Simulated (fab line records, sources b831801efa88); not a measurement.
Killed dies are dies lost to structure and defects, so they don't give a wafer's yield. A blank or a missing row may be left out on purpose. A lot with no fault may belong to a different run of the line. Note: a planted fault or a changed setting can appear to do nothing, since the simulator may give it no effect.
8D (eight disciplines) problem report, filled in by code | flow sky130 | the parts of the form that need people (team, actions taken, sign-off) are left out

## 1. PROBLEM STATEMENT
Wafers without a fault read 71.0 s, standard deviation 0.34; run_length_s at SKY_POLY_CUT_ETCH_11 reads a mean of 82.5 s on 2 wafers belonging to 2 lots. That is +34 standard deviations from the usual mean.
The step: etches Si3N4 in CF4/CH2F2/Ar, stops on poly-Si, time 42.5 s, target depth 60 nm.
Seen first at day 30 04:19 on rie_diel-01, wafer L178.1. The record holds 18 wafers of 6 lots with a number at this step. By rule, "out" or "out of limits" means more than 4 standard deviations away from the usual mean. The other wafers with a number count as sound.

## 2. WHAT IT IS; WHAT IT IS NOT
question                    | is                           | is not
which readings at this step | run_length_s, oes_product_au | chamber_pressure_mTorr, drypump_motor_current_A, mfc_ar_sccm
which lots                  | L178, L180                   | L164, L170, L181, L185
which wafers of those lots  | L178.1, L180.3               | L178.2, L178.3, L180.2, L180.6
read on which tools         | rie_diel-01                  | rie_diel-03, rie_diel-04
when                        | from day 30 04:19            | up to then (8 sound wafers); but 8 sound wafers of L180, L181, L185 came after

## 3. WHAT RULES OUT EACH SUSPECT
Counting: a tool at a process step up to the reading stays a suspect if it ran every lot that is out. Sound lots after the first of them don't rule it out here, since some wafers of a struck lot are sound.
- rie_diel-01 at SKY_POLY_CUT_ETCH_10 (etches BARC in N2/H2, stops on SiO2, time 45.9 s, target depth 60 nm): kept. Ran every lot that is out, first one L178 (day 30 04:16); last sound lot up to then L170 (day 28 05:20).
- rie_diel-01 at SKY_POLY_CUT_ETCH_11 (etches Si3N4 in CF4/CH2F2/Ar, stops on poly-Si, time 42.5 s, target depth 60 nm): kept. Ran every lot that is out, first one L178 (day 30 04:19); last sound lot up to then L170 (day 28 05:23). Its own oes_product_au, run_length_s readings are out on those wafers.
- rie_diel-01, SKY_POLY_CUT_ETCH_10: wafers that are out in chamber 3, sound lot-mates in chambers 0, 2.
- rie_diel-01, SKY_POLY_CUT_ETCH_11: wafers that are out in chamber 3, sound lot-mates in chambers 0, 2.
The count leaves rie_diel-01 at SKY_POLY_CUT_ETCH_11 and rie_diel-01 at SKY_POLY_CUT_ETCH_10.

## 4. THE CAUSE (what the simulator had put in)
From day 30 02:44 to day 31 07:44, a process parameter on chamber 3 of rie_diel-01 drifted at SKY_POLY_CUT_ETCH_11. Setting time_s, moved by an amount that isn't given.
Counting leaves 2 suspects; this tool is one of them.

## 5. THE CHAIN OF EFFECTS, in route order
Each row: a reading where the mean over the struck wafers with a number is more than 3 standard deviations away from the usual. Scope: only readings with a usual standard deviation given in the record; hours: median across lots of the time from each lot's start at the first step in this table that gives one to its start at this step; sigmas: change in usual standard deviations.
hours | step                 | reading        | usual      | on struck wafers | change | sigmas
0     | SKY_POLY_CUT_ETCH_11 | oes_product_au | 0.830 a.u. | 0.736            | -0.094 | -16
0     | SKY_POLY_CUT_ETCH_11 | run_length_s   | 71.0 s     | 82.5             | +11.5  | +34
The process steps in it:
- SKY_POLY_CUT_ETCH_11: etches Si3N4 in CF4/CH2F2/Ar, stops on poly-Si, time 42.5 s, target depth 60 nm.

## 6. WHAT WOULD HAVE CAUGHT IT SOONER
The fault began at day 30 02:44; the first out-of-limits reading in this record came at day 30 04:19, 2 hours later.
